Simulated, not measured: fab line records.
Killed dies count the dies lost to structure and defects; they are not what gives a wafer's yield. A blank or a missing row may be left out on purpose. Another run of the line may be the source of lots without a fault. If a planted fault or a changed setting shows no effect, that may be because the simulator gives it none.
fab line records	flow sky130
record: lots: 6	wafers: 18	last_day: 50
route steps=708 shown PWDE@53 NWELL@56 PAD_OPEN@708
lots that met no fault: taken from a fault-free run of the same line
start_h: the number of hours between the record's first day and the start of the first shown wafer of the lot	wait_h: hours from the lot's prior step to this one	" as in the row above	L1.1+2: several wafers, shown together as one row	- no value present, or no start provided	* or withheld: withheld	< > ~ a bound
route shown NAME@n: NAME is a module with steps in the file, n the number in the route of the first one	usual: mean and standard deviation over wafers with no fault	same: alike in all rows	chamber/n: place in a boat	sites: each site's reading	_std_site: standard deviation across them	_edge_site: outer sites' mean less inner sites'	radius_mm: how far each site lies from the wafer's centre	mask NAME#n: copy n	behind: the tool/chamber that last shaped the wafer	hold: why the lot was held/for how many hours/how that ended	device: whichever transistor did not switch (one of n, p or np)	end of line: tests of these same wafers at the route's end	where a step has no rows: the recipe by itself	killed: count of dies lost to structure and defects at first sort (not the wafer's yield)	map: shows each die of a wafer: x if killed, . if not, _ if none is there
set.NAME: the run value of the setting; set.NAME@STEP: its run value at that earlier step	model.NAME: the simulator's own value behind a step, which no gauge read
lots at some steps of the route; a table a step, a row a wafer
services: the hour from which a tool's chamber was out of use, counted from the record's first day as start_h (under 0 if before that day), plus the number of hours and why
== steps ==
step: SKY_PWDE_IMPLANT_08
recipe: species: B	energy_kev: 150	dose_cm2: 3.6e+12	tilt_deg: withheld
step: SKY_PWDE_STRIP_09
recipe: chemistry: O2/N2	power_w: 1400	pressure_mtorr: 1500	platen_temp_c: withheld	o2_flow_sccm: 3000	n2_flow_sccm: 300	overash_fraction: 0.5
usual: drypump_motor_current_A: 5.8/0.42	oes_product_au: 0.722/0.0043	strip_time_to_endpoint_s: 36.94/0.11
lot.wafer	tool	chamber	start_h	wait_h	drypump_motor_current_A	oes_product_au	rf_hours_counter_h	strip_time_to_endpoint_s
L306.1	plasma_asher-02	0	79.08	0.1	6.4	0.719	28	36.90
L306.3	"	1	"	"	5.7	0.718	-	37.03
L306.5	"	1	"	"	5.7	0.721	-	36.89
L310.2	plasma_asher-04	1	106.80	0.1	5.8	0.723	42	36.92
L310.5	"	0	"	"	6.0	0.722	-	36.92
L310.6	"	1	"	"	5.8	0.724	-	36.97
L312.4	plasma_asher-03	0	115.90	0.1	5.0	0.724	-	36.87
L312.5	"	0	"	"	5.0	0.724	-	36.78
L312.6	"	1	"	"	5.7	0.722	-	36.89
L317.2	plasma_asher-02	0	138.13	0.1	6.4	0.721	34	36.94
L317.3	"	1	"	"	5.7	0.735	-	36.91
L317.5	"	1	"	"	5.7	0.720	-	36.88
L320.3	plasma_asher-02	1	152.85	0.1	5.7	0.732	-	36.98
L320.4	"	0	"	"	6.3	0.722	-	37.06
L320.6	"	1	"	"	5.7	0.721	-	37.16
L325.2	plasma_asher-03	1	208.88	0.1	5.7	0.717	52	37.15
L325.4	"	1	"	"	5.7	0.728	-	36.97
L325.6	"	0	"	"	5.1	0.721	-	37.16
step: SKY_PWDE_TW_MEAS_10
usual: PWDE_TW: 371/4.1
lot.wafer	tool	chamber	start_h	wait_h	PWDE_TW
L306.1	film_metro-03	-	79.18	0.1	371
L306.3	"	-	"	"	371
L306.5	"	-	"	"	371
L310.2	film_metro-01	-	106.91	0.1	366
L310.5	"	-	"	"	366
L310.6	"	-	"	"	368
L312.4	film_metro-01	-	116.00	0.1	365
L312.5	"	-	"	"	366
L312.6	"	-	"	"	366
L317.2	film_metro-03	-	138.24	0.1	370
L317.3	"	-	"	"	372
L317.5	"	-	"	"	368
L320.3	film_metro-03	-	152.93	0.1	371
L320.4	"	-	"	"	370
L320.6	"	-	"	"	370
L325.2	film_metro-04	-	208.99	0.1	378
L325.4	"	-	"	"	376
L325.6	"	-	"	"	378
step: SKY_NWELL_DEHYDRATE_03
recipe: temp_c: 200	time_s: 60
step: SKY_NWELL_HMDS_04
recipe: prime_time_s: 60	prime_temp_c: 120
step: SKY_NWELL_COAT_05
recipe: spin_rpm: 2000	resist_thk_nm: 3000
step: SKY_NWELL_SOFTBAKE_06
recipe: temp_c: 110	time_s: withheld
step: SKY_NWELL_EXPOSE_07
recipe: mask_id: NWM	na: 0.6	source_shape: conventional	sigma_outer: 0.6	polarization: unpolarized	target_cd_nm: 840	dose_mj: 255
step: SKY_NWELL_PEB_08
recipe: temp_c: 115	time_s: withheld
step: SKY_NWELL_DEVELOP_09
recipe: wall_angle_deg: 90	developer: TMAH	develop_time_s: 60	dev_temp_c: 23
step: SKY_NWELL_OVL_MEAS_10
usual: NWELL_00_OVL: 0.6/1.4
lot.wafer	tool	chamber	start_h	wait_h	NWELL_00_OVL[nm]
L306.1	overlay-02	-	96.46	-	-1.7
L306.3	"	-	"	"	-1.3
L306.5	"	-	"	"	0.2
L310.2	overlay-02	-	123.87	-	-0.5
L310.5	"	-	"	"	-0.2
L310.6	"	-	"	"	0.7
L312.4	overlay-01	-	132.56	-	2.1
L312.5	"	-	"	"	1.8
L312.6	"	-	"	"	-0.5
L317.2	overlay-02	-	158.62	-	1.8
L317.3	"	-	"	"	0.4
L317.5	"	-	"	"	1.7
L320.3	overlay-01	-	172.47	-	2.5
L320.4	"	-	"	"	-1.1
L320.6	"	-	"	"	3.6
L325.2	overlay-01	-	231.04	-	2.3
L325.4	"	-	"	"	4.8
L325.6	"	-	"	"	2.4
step: SKY_NWELL_IMPLANT_11
recipe: species: P	energy_kev: 400	dose_cm2: 1.9e+13	tilt_deg: withheld
step: SKY_NWELL_IMPLANT_12
recipe: species: P	energy_kev: 120	dose_cm2: 1.3e+12	tilt_deg: withheld
usual: beam_energy_keV: 120.00/0.038	dose_ions_cm2: 1.3001e+12/1.5e+09	faraday_current_uA: 7.33/0.15
lot.wafer	tool	chamber	start_h	wait_h	beam_energy_keV	dose_ions_cm2	faraday_current_uA
L306.1	implanter-03	0	96.65	0.1	120.04	1.3017e+12	7.26
L306.3	"	0	"	"	119.98	1.3002e+12	7.13
L306.5	"	0	"	"	120.05	1.3019e+12	7.53
L310.2	implanter-03	0	124.07	0.1	119.95	1.4421e+12	8.21
L310.5	"	0	"	"	120.01	1.4414e+12	8.09
L310.6	"	0	"	"	119.99	1.4421e+12	8.01
L312.4	implanter-03	0	132.80	0.1	119.96	1.4442e+12	8.22
L312.5	"	0	"	"	120.10	1.4421e+12	8.29
L312.6	"	0	"	"	119.98	1.4426e+12	8.00
L317.2	implanter-02	0	158.82	0.1	119.94	1.3004e+12	7.24
L317.3	"	0	"	"	119.93	1.3002e+12	7.23
L317.5	"	0	"	"	119.98	1.3005e+12	7.40
L320.3	implanter-02	0	172.70	0.1	120.00	1.2992e+12	7.51
L320.4	"	0	"	"	119.99	1.2979e+12	7.21
L320.6	"	0	"	"	119.97	1.3005e+12	7.31
L325.2	implanter-04	0	231.25	0.1	119.98	1.3016e+12	7.51
L325.4	"	0	"	"	119.96	1.3016e+12	7.47
L325.6	"	0	"	"	120.00	1.3012e+12	7.31
step: SKY_NWELL_IMPLANT_13
recipe: species: P	energy_kev: 50	dose_cm2: 7e+11	tilt_deg: withheld
step: SKY_NWELL_STRIP_14
recipe: chemistry: O2/N2	power_w: 1400	pressure_mtorr: 1500	platen_temp_c: withheld	o2_flow_sccm: 3000	n2_flow_sccm: 300	overash_fraction: 0.5
usual: drypump_motor_current_A: 5.6/0.47	oes_product_au: 0.722/0.0041	strip_time_to_endpoint_s: 36.99/0.099
lot.wafer	tool	chamber	start_h	wait_h	drypump_motor_current_A	oes_product_au	rf_hours_counter_h	strip_time_to_endpoint_s
L306.1	plasma_asher-01	0	96.95	0.1	5.0	0.721	42	37.02
L306.3	"	1	"	"	5.8	0.722	-	36.87
L306.5	"	1	"	"	5.8	0.720	-	36.92
L310.2	plasma_asher-01	0	124.35	0.1	5.0	0.723	1	37.02
L310.5	"	1	"	"	5.8	0.722	-	37.07
L310.6	"	0	"	"	5.0	0.716	-	37.05
L312.4	plasma_asher-02	1	133.06	0.1	5.7	0.729	-	37.19
L312.5	"	1	"	"	5.7	0.724	-	37.11
L312.6	"	0	"	"	6.3	0.723	-	37.25
L317.2	plasma_asher-03	0	159.10	0.1	5.1	0.720	47	36.86
L317.3	"	1	"	"	5.7	0.723	-	36.90
L317.5	"	1	"	"	5.7	0.723	-	36.93
L320.3	plasma_asher-02	0	172.98	0.1	6.3	0.722	-	36.98
L320.4	"	1	"	"	5.7	0.719	-	37.04
L320.6	"	1	"	"	5.7	0.725	-	37.02
L325.2	plasma_asher-03	1	231.52	0.1	5.7	0.724	55	37.01
L325.4	"	0	"	"	5.1	0.726	-	37.10
L325.6	"	0	"	"	5.0	0.721	-	36.94
step: SKY_NWELL_TW_MEAS_15
usual: NWELL_TW: 1808/26
lot.wafer	tool	chamber	start_h	wait_h	NWELL_TW
L306.1	film_metro-01	-	97.05	0.1	1781
L306.3	"	-	"	"	1773
L306.5	"	-	"	"	1777
L310.2	film_metro-04	-	124.46	0.1	1828
L310.5	"	-	"	"	1832
L310.6	"	-	"	"	1824
L312.4	film_metro-01	-	133.16	0.1	1782
L312.5	"	-	"	"	1784
L312.6	"	-	"	"	1787
L317.2	film_metro-01	-	159.21	0.1	1776
L317.3	"	-	"	"	1773
L317.5	"	-	"	"	1774
L320.3	film_metro-04	-	173.07	0.1	1825
L320.4	"	-	"	"	1832
L320.6	"	-	"	"	1827
L325.2	film_metro-04	-	231.63	0.1	1830
L325.4	"	-	"	"	1828
L325.6	"	-	"	"	1818
step: SKY_NWELL_DEHYDRATE_16
recipe: temp_c: 200	time_s: 60
step: SKY_NWELL_HMDS_17
recipe: prime_time_s: 60	prime_temp_c: 120
step: SKY_NWELL_COAT_18
recipe: spin_rpm: 2000	resist_thk_nm: 3000
step: SKY_NWELL_SOFTBAKE_19
recipe: temp_c: 110	time_s: withheld
step: SKY_NWELL_EXPOSE_20
recipe: mask_id: NWM_COMPLEMENT	na: 0.6	source_shape: conventional	sigma_outer: 0.6	polarization: unpolarized	target_cd_nm: 840	dose_mj: 260
step: SKY_NWELL_PEB_21
recipe: temp_c: 115	time_s: withheld
step: SKY_NWELL_DEVELOP_22
recipe: wall_angle_deg: 90	developer: TMAH	develop_time_s: 60	dev_temp_c: 23
step: SKY_NWELL_OVL_MEAS_23
usual: NWELL_01_OVL: -1.2/1.2
lot.wafer	tool	chamber	start_h	wait_h	NWELL_01_OVL[nm]
L306.1	overlay-02	-	114.74	-	-2.8
L306.3	"	-	"	"	-0.2
L306.5	"	-	"	"	-1.0
L310.2	overlay-01	-	139.85	-	-1.7
L310.5	"	-	"	"	-1.5
L310.6	"	-	"	"	-0.7
L312.4	overlay-01	-	151.20	-	0.6
L312.5	"	-	"	"	0.4
L312.6	"	-	"	"	-0.2
L317.2	overlay-01	-	177.87	-	-0.9
L317.3	"	-	"	"	0.2
L317.5	"	-	"	"	-0.2
L320.3	overlay-01	-	193.55	-	-4.8
L320.4	"	-	"	"	-1.4
L320.6	"	-	"	"	-2.1
L325.2	overlay-02	-	254.89	-	-0.3
L325.4	"	-	"	"	-1.2
L325.6	"	-	"	"	-1.9
step: SKY_NWELL_IMPLANT_24
recipe: species: B	energy_kev: 140	dose_cm2: 9.2e+12	tilt_deg: withheld
step: SKY_NWELL_STRIP_25
recipe: chemistry: O2/N2	power_w: 1400	pressure_mtorr: 1500	platen_temp_c: withheld	o2_flow_sccm: 3000	n2_flow_sccm: 300	overash_fraction: 0.5
usual: drypump_motor_current_A: 5.7/0.47	oes_product_au: 0.722/0.0049	strip_time_to_endpoint_s: 36.98/0.11
lot.wafer	tool	chamber	start_h	wait_h	drypump_motor_current_A	oes_product_au	rf_hours_counter_h	strip_time_to_endpoint_s
L306.1	plasma_asher-03	0	114.93	0.1	5.1	0.716	43	36.83
L306.3	"	1	"	"	5.7	0.729	-	36.94
L306.5	"	1	"	"	5.7	0.720	-	36.93
L310.2	plasma_asher-02	0	140.03	0.1	6.4	0.728	34	36.91
L310.5	"	0	"	"	6.3	0.723	-	36.89
L310.6	"	1	"	"	5.7	0.732	-	36.91
L312.4	plasma_asher-03	1	151.40	0.1	5.7	0.725	-	37.01
L312.5	"	0	"	"	5.1	0.728	-	37.17
L312.6	"	1	"	"	5.7	0.720	-	37.06
L317.2	plasma_asher-02	1	178.05	0.1	5.6	0.725	38	36.99
L317.3	"	1	"	"	5.7	0.733	-	36.96
L317.5	"	1	"	"	5.6	0.717	-	37.00
L320.3	plasma_asher-03	1	193.76	0.1	5.7	0.733	-	37.03
L320.4	"	0	"	"	5.0	0.723	-	36.97
L320.6	"	1	"	"	5.7	0.719	-	37.11
L325.2	plasma_asher-01	0	255.07	0.1	5.0	0.725	14	36.99
L325.4	"	0	"	"	5.0	0.720	-	37.02
L325.6	"	1	"	"	5.7	0.723	-	37.05
step: SKY_NWELL_TW_MEAS_26
usual: NWELL_2_TW: 494/6.6
lot.wafer	tool	chamber	start_h	wait_h	NWELL_2_TW
L306.1	film_metro-04	-	115.03	0.1	502
L306.3	"	-	"	"	502
L306.5	"	-	"	"	504
L310.2	film_metro-04	-	140.14	0.1	499
L310.5	"	-	"	"	501
L310.6	"	-	"	"	498
L312.4	film_metro-04	-	151.49	0.1	499
L312.5	"	-	"	"	499
L312.6	"	-	"	"	500
L317.2	film_metro-03	-	178.16	0.1	493
L317.3	"	-	"	"	493
L317.5	"	-	"	"	492
L320.3	film_metro-04	-	193.85	0.1	501
L320.4	"	-	"	"	501
L320.6	"	-	"	"	500
L325.2	film_metro-04	-	255.18	0.1	498
L325.4	"	-	"	"	499
L325.6	"	-	"	"	498
step: SKY_NWELL_CLEAN_27
recipe: chemistry: SC1/SC2	mix: 1:4:20	temp_c: 70	time_s: 150	dry: n2_spin
step: SKY_NWELL_RTA_28
recipe: temp_c: 1050	time_s: 30	idle_temp_c: 650	ramp_up_c_per_s: 150	ramp_down_c_per_s: 90	ambient: N2
usual: lamp_power_pct: 25.31/0.052	wafer_temp_C_max: 1054.9/0.87
lot.wafer	tool	chamber	start_h	wait_h	lamp_power_pct	wafer_temp_C_max
L306.1	rtp_anneal-02	0	115.14	0.0	25.35	1053.9
L306.3	"	0	"	"	25.29	1056.0
L306.5	"	0	"	"	25.30	1055.2
L310.2	rtp_anneal-01	0	140.25	0.0	25.26	1053.8
L310.5	"	0	"	"	25.28	1054.5
L310.6	"	0	"	"	25.28	1054.3
L312.4	rtp_anneal-02	0	151.62	0.1	25.33	1054.5
L312.5	"	0	"	"	25.26	1055.8
L312.6	"	0	"	"	25.33	1054.0
L317.2	rtp_anneal-02	0	178.27	0.0	25.33	1056.5
L317.3	"	0	"	"	25.33	1054.4
L317.5	"	0	"	"	25.33	1054.1
L320.3	rtp_anneal-01	0	193.97	0.0	25.33	1053.8
L320.4	"	0	"	"	25.37	1054.8
L320.6	"	0	"	"	25.26	1055.9
L325.2	rtp_anneal-01	0	255.30	0.0	25.24	1054.2
L325.4	"	0	"	"	25.38	1054.7
L325.6	"	0	"	"	25.26	1054.5
step: SKY_NWELL_RS_MEAS_29
recipe: thk_meas_gauge: four-point-probe
usual: NWELL_RS: 624.7/1.6
lot.wafer	tool	chamber	start_h	wait_h	NWELL_RS[ohm/sq]
L306.1	film_metro-04	-	115.24	0.1	624.1
L306.3	"	-	"	"	623.7
L306.5	"	-	"	"	625.1
L310.2	film_metro-04	-	140.36	0.1	619.3
L310.5	"	-	"	"	620.4
L310.6	"	-	"	"	620.3
L312.4	film_metro-01	-	151.73	0.1	619.3
L312.5	"	-	"	"	621.4
L312.6	"	-	"	"	620.3
L317.2	film_metro-04	-	178.38	0.1	625.8
L317.3	"	-	"	"	624.4
L317.5	"	-	"	"	624.0
L320.3	film_metro-04	-	194.08	0.1	623.6
L320.4	"	-	"	"	623.3
L320.6	"	-	"	"	624.1
L325.2	film_metro-04	-	255.40	0.1	623.6
L325.4	"	-	"	"	624.6
L325.6	"	-	"	"	624.4
step: SKY_PAD_OPEN_PROBE_99
usual: killed_at_M0_to_M3: 43/7.3	killed_at_M4_up: 3.0/2	killed_at_contacts: 24/5.2	killed_at_front_end: 15/4.4	killed_at_other: 0.2/0.48	killed_dies: 86/9.1	killed_open: 47/7.3	killed_short: 38/6.4
same: gross_dies: 492	killed_at_back_side: 0
lot.wafer	tool	chamber	start_h	wait_h	killed_at_M0_to_M3	killed_at_M4_up	killed_at_contacts	killed_at_front_end	killed_at_other	killed_dies	killed_open	killed_short	model.etest.pfet_g5v0d10v5.off_log10_a_um	model.etest.pfet_16v.vt_v	model.etest.pfet_g5v0d10v5.vt_long_v	model.etest.pfet_01v8_lvt.vt_sat_v	model.etest.pfet_01v8_lvt.vt_v	model.etest.pfet_01v8_lvt.vt_long_v
L306.1	prober-02	-	1076.61	0.1	39	3	31	12	0	85	43	41	-12.48	-1.098	-0.9322	-0.4374	-0.5349	-0.6557
L306.3	prober-02	-	1076.71	0.2	57	4	22	14	1	98	47	48	-12.5	-1.1	-0.9301	-0.4488	-0.5401	-0.6573
L306.5	prober-02	-	1076.81	0.2	55	1	32	15	1	104	65	36	-12.78	-1.109	-0.9446	-0.4488	-0.542	-0.6591
L310.2	prober-02	-	1108.91	0.1	46	2	26	13	0	87	50	36	-12.23	-1.083	-0.9142	-0.4258	-0.5179	-0.64
L310.5	prober-02	-	1109.06	0.2	35	2	19	13	0	69	43	26	-12.6	-1.091	-0.9171	-0.4337	-0.526	-0.6428
L310.6	prober-02	-	1109.11	0.2	36	4	23	7	0	70	34	36	-12.23	-1.09	-0.9223	-0.4249	-0.5167	-0.6387
L312.4	prober-02	-	1117.61	0.2	48	1	25	22	0	96	63	32	-13.14	-1.137	-0.9588	-0.4686	-0.5568	-0.6724
L312.5	prober-02	-	1117.66	0.2	53	2	24	13	0	92	42	50	-13.12	-1.129	-0.9551	-0.4619	-0.5482	-0.665
L312.6	prober-02	-	1117.71	0.2	60	4	20	12	0	96	60	36	-13.24	-1.143	-0.9632	-0.4647	-0.5509	-0.6657
L317.2	prober-01	-	1149.57	0.1	45	1	21	16	0	83	49	34	-12.58	-1.103	-0.9364	-0.4305	-0.5232	-0.6419
L317.3	prober-01	-	1149.62	0.2	47	3	25	12	1	88	56	32	-12.72	-1.093	-0.9264	-0.4224	-0.5189	-0.638
L317.5	prober-01	-	1149.72	0.2	50	1	18	19	0	88	48	40	-12.71	-1.114	-0.9411	-0.4279	-0.5256	-0.6448
L320.3	prober-02	-	1164.19	0.2	34	3	16	24	0	77	41	36	-12.44	-1.075	-0.9067	-0.4191	-0.5145	-0.6339
L320.4	prober-02	-	1164.24	0.2	41	4	22	21	0	88	46	39	-12.5	-1.068	-0.9089	-0.4164	-0.5132	-0.6347
L320.6	prober-02	-	1164.34	0.2	41	1	17	20	0	79	47	31	-12.33	-1.078	-0.9159	-0.4221	-0.5189	-0.6384
L325.2	prober-01	-	1207.73	0.1	54	0	22	10	1	87	46	41	-12.26	-1.073	-0.9107	-0.4403	-0.5287	-0.6474
L325.4	prober-01	-	1207.83	0.2	36	3	18	16	0	73	32	41	-12.52	-1.076	-0.9157	-0.4372	-0.5301	-0.6483
L325.6	prober-01	-	1207.93	0.2	47	7	23	14	0	91	49	42	-12.4	-1.078	-0.9156	-0.4411	-0.5327	-0.6516
killed by level:class
L306.1 LI_CONTACT:geometric_particle:open=10 VIA3:geometric_particle:open=7 LI_CONTACT:geometric_particle:short=6 CONTACT:geometric_particle:short=5 CONTACT:geometric_particle:open=5 METAL1:geometric_particle:short=5 VIA1:geometric_particle:open=5 METAL2:geometric_particle:short=5
L306.3 METAL2:geometric_particle:short=14 VIA1:geometric_particle:open=13 CONTACT:geometric_particle:open=9 LI_CONTACT:geometric_particle:open=8 VIA1:geometric_particle:short=7 FIELD_ISO:geometric_particle:open=5 VIA2:geometric_particle:open=5 METAL4:geometric_particle:short=4
L306.5 VIA1:geometric_particle:open=17 CONTACT:geometric_particle:open=15 VIA3:geometric_particle:open=7 VIA2:geometric_particle:open=7 LI_CONTACT:geometric_particle:open=6 FIELD_ISO:geometric_particle:open=5 LOCAL_INTERCONNECT:geometric_particle:short=5 POLY_GATE:geometric_particle:short=4
L310.2 CONTACT:geometric_particle:open=10 VIA1:geometric_particle:open=8 LI_CONTACT:geometric_particle:open=7 VIA2:geometric_particle:open=7 FIELD_ISO:geometric_particle:open=6 VIA1:geometric_particle:short=6 VIA3:geometric_particle:open=6 CONTACT:geometric_particle:short=5
L310.5 VIA2:geometric_particle:open=10 LI_CONTACT:geometric_particle:open=7 CONTACT:geometric_particle:open=6 METAL2:geometric_particle:short=5 VIA3:geometric_particle:open=5 FIELD_ISO:geometric_particle:open=4 FIELD_ISO:geometric_particle:short=4 METAL1:geometric_particle:short=4
L310.6 VIA1:geometric_particle:open=8 CONTACT:geometric_particle:open=7 CONTACT:geometric_particle:short=7 VIA2:geometric_particle:open=6 LOCAL_INTERCONNECT:geometric_particle:short=4 VIA2:geometric_particle:short=4 FIELD_ISO:geometric_particle:open=3 LI_CONTACT:geometric_particle:open=3
L312.4 VIA1:geometric_particle:open=11 LI_CONTACT:geometric_particle:open=10 CONTACT:geometric_particle:open=9 METAL1:geometric_particle:short=8 POLY_GATE:geometric_particle:open=6 FIELD_ISO:geometric_particle:open=5 VIA3:geometric_particle:open=5 METAL1:geometric_particle:open=4
L312.5 METAL1:geometric_particle:short=18 CONTACT:geometric_particle:open=10 LI_CONTACT:geometric_particle:open=8 VIA1:geometric_particle:short=5 VIA1:geometric_particle:open=5 VIA3:geometric_particle:open=5 POLY_GATE:geometric_particle:short=4 VIA2:geometric_particle:short=4
L312.6 VIA1:geometric_particle:open=14 VIA2:geometric_particle:open=11 CONTACT:geometric_particle:open=9 LI_CONTACT:geometric_particle:open=7 VIA3:geometric_particle:open=7 METAL2:geometric_particle:short=6 METAL1:geometric_particle:short=6 CONTACT:geometric_particle:short=4
L317.2 VIA1:geometric_particle:open=14 CONTACT:geometric_particle:open=8 VIA3:geometric_particle:open=6 VIA2:geometric_particle:open=6 CONTACT:geometric_particle:short=5 FIELD_ISO:geometric_particle:short=4 FIELD_ISO:geometric_particle:open=4 METAL1:geometric_particle:short=4
L317.3 VIA1:geometric_particle:open=15 CONTACT:geometric_particle:open=10 VIA3:geometric_particle:open=9 VIA2:geometric_particle:open=5 LI_CONTACT:geometric_particle:open=5 VIA1:geometric_particle:short=5 CONTACT:geometric_particle:short=5 METAL1:geometric_particle:short=4
L317.5 VIA1:geometric_particle:open=11 CONTACT:geometric_particle:open=9 VIA2:geometric_particle:open=8 VIA3:geometric_particle:open=7 VIA2:geometric_particle:short=6 FIELD_ISO:geometric_particle:open=5 METAL3:geometric_particle:short=5 POLY_GATE:geometric_particle:short=4
L320.3 POLY_GATE:geometric_particle:open=7 POLY_GATE:geometric_particle:short=6 VIA3:geometric_particle:open=6 FIELD_ISO:geometric_particle:open=5 LI_CONTACT:geometric_particle:open=5 VIA1:geometric_particle:open=5 VIA2:geometric_particle:open=5 LOCAL_INTERCONNECT:geometric_particle:short=4
L320.4 VIA3:geometric_particle:open=9 CONTACT:geometric_particle:open=9 FIELD_ISO:geometric_particle:open=7 METAL1:geometric_particle:short=6 VIA1:geometric_particle:short=6 POLY_GATE:geometric_particle:short=5 LI_CONTACT:geometric_particle:open=5 VIA1:geometric_particle:open=5
L320.6 VIA3:geometric_particle:open=11 FIELD_ISO:geometric_particle:open=7 LI_CONTACT:geometric_particle:open=7 VIA1:geometric_particle:open=7 FIELD_ISO:geometric_particle:short=6 CONTACT:geometric_particle:open=6 VIA2:geometric_particle:open=6 VIA3:geometric_particle:short=5
L325.2 VIA3:geometric_particle:open=9 VIA1:geometric_particle:open=9 CONTACT:geometric_particle:open=7 METAL2:geometric_particle:short=7 LI_CONTACT:geometric_particle:open=6 VIA1:geometric_particle:short=6 VIA2:geometric_particle:short=5 VIA2:geometric_particle:open=4
L325.4 VIA2:geometric_particle:open=6 LI_CONTACT:geometric_particle:open=5 VIA1:geometric_particle:open=5 VIA3:geometric_particle:open=5 FIELD_ISO:geometric_particle:short=4 POLY_GATE:geometric_particle:short=4 LI_CONTACT:geometric_particle:short=4 CONTACT:geometric_particle:open=4
L325.6 CONTACT:geometric_particle:open=9 VIA1:geometric_particle:open=8 VIA3:geometric_particle:open=8 VIA1:geometric_particle:short=7 FIELD_ISO:geometric_particle:short=6 VIA2:geometric_particle:open=6 LI_CONTACT:geometric_particle:open=5 METAL4:geometric_particle:short=5
== services ==
tool	chamber	start_h	hours	kind
implanter-03	-	60.02	2.7	repair
implanter-03	-	64.34	3.3	repair
plasma_asher-02	-	81.68	8.0	repair
plasma_asher-04	-	91.27	7.8	repair
implanter-04	-	101.93	2.0	repair
plasma_asher-01	-	108.75	9.0	pm
plasma_asher-01	0	108.75	9.0	vent_cycle
plasma_asher-01	1	108.75	9.0	vent_cycle
plasma_asher-01	0	117.75	-	clean
plasma_asher-01	1	117.75	-	clean
implanter-04	-	144.40	4.6	repair
plasma_asher-04	-	151.21	10.0	pm
plasma_asher-04	-	166.19	9.6	repair
implanter-03	-	204.68	10.4	repair
implanter-04	-	239.14	3.1	pm
implanter-03	-	244.55	5.0	repair
implanter-03	-	254.01	0.5	repair
== key ==
first_sign: step: SKY_NWELL_IMPLANT_12	reading: dose_ions_cm2	direction: up	sigmas: 95	usual: *	struck: *
effect: step: SKY_NWELL_IMPLANT_12	reading: faraday_current_uA	direction: up	sigmas: 5.4	usual: 7.33	struck: 8.14
effect: step: SKY_NWELL_RS_MEAS_29	reading: NWELL_RS	direction: down	sigmas: 2.9	usual: 624.7	struck: 620.2
model_effect: step: SKY_PAD_OPEN_PROBE_99	value: etest.pfet_g5v0d10v5.off_log10_a_um	without: -12.31	struck: -12.76
met_at SKY_NWELL_IMPLANT_12
struck_wafers L310.2,L310.5,L310.6,L312.4,L312.5,L312.6
tester_left_out L310,L312
onset_between 96.65 124.07
fault: kind: process_parameter_drift	tool: implanter-03	chamber: -	onset_h: 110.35	steps: SKY_NWELL_IMPLANT_12	channel: dose_cm2	offset: *	shape: step	end_h: 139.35	acts_in: *	stated: *
tester_left_out: of these lots the tester's yield and bins aren't shown, on N5 and GAA mostly nor the transistor test; their killed dies are dies lost to structure and defects alone, not to doping, threshold or leakage, so they don't give the yield
